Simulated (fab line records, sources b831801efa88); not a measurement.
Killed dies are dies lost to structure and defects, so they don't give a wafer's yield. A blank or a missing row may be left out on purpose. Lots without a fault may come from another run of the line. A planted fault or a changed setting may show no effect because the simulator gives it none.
Chamber matching | flow sky130 | SKY_LI_CONTACT_CMP_02 on cmp-01: 4 sister chambers
The step polishes PSG. 16 wafers are shown with their chamber, then 8 later ones without.

WAFERS WITH THEIR CHAMBER
wafer  | chamber | motor_current_A (A) | time_to_endpoint_s (s)
L144.2 | 3       | 12.9                | 37.5
L144.5 | 3       | 13.1                | 39.0
L144.6 | 0       | 13.5                | 35.2
L145.2 | 0       | 13.5                | 35.2
L145.3 | 2       | 13.8                | 38.2
L145.4 | 3       | 12.7                | 31.8
L147.2 | 2       | 14.3                | 40.3
L147.3 | 0       | 13.3                | 39.2
L147.6 | 1       | 13.0                | 40.3
L148.1 | 3       | 13.8                | 33.3
L148.3 | 1       | 12.9                | 34.0
L148.5 | 2       | 13.1                | 36.0
L151.2 | 0       | 13.2                | 32.7
L151.3 | 2       | 14.3                | 38.7
L151.6 | 0       | 14.7                | 31.5
L155.1 | 1       | 12.3                | 30.8

SIGNATURES (means of the wafers above)
reading            | chamber 0 | chamber 1 | chamber 2 | chamber 3 | scatter within a chamber
motor_current_A    | 13.640    | 12.733    | 13.875    | 13.125    | 0.533
time_to_endpoint_s | 34.760    | 35.033    | 38.300    | 35.400    | 3.24
Rule: a wafer's distance from a chamber is the root of the sum, over the readings, of the square of ((its reading less the chamber's mean) divided by the reading's scatter). The wafer belongs to the nearest chamber; if the next one is less than 2 further off, it can't be placed. The scatter: the root of (the sum of the squares of (reading less its chamber's mean) over the shown wafers, divided by (wafers less chambers)).

WAFERS WITHOUT THEIR CHAMBER
wafer  | motor_current_A (A) | time_to_endpoint_s (s)
L155.3 | 13.9                | 32.6
L155.5 | 13.4                | 34.0
L157.1 | 13.9                | 36.1
L157.2 | 12.5                | 35.5
L157.6 | 12.3                | 34.3
L160.2 | 14.7                | 33.9
L160.5 | 13.5                | 26.9
L160.6 | 12.3                | 34.8

WHICH CHAMBER EACH WENT THROUGH
wafer  | from the rows above               | in truth
L155.3 | can't be placed: 0 or 3 or 2 or 1 | 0
L155.5 | can't be placed: 0 or 3 or 1 or 2 | 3
L157.1 | can't be placed: 0 or 2 or 3 or 1 | 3
L157.2 | can't be placed: 1 or 3 or 0      | 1
L157.6 | can't be placed: 1 or 3 or 0      | 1
L160.2 | can't be placed: 0 or 2 or 3 or 1 | 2
L160.5 | can't be placed: 0 or 3 or 1 or 2 | 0
L160.6 | can't be placed: 1 or 3 or 0      | 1
Placed correctly: 0 of 8. Can't be placed from these rows: 8 (the true chamber is among the candidates in 8). Placed wrongly: 0.
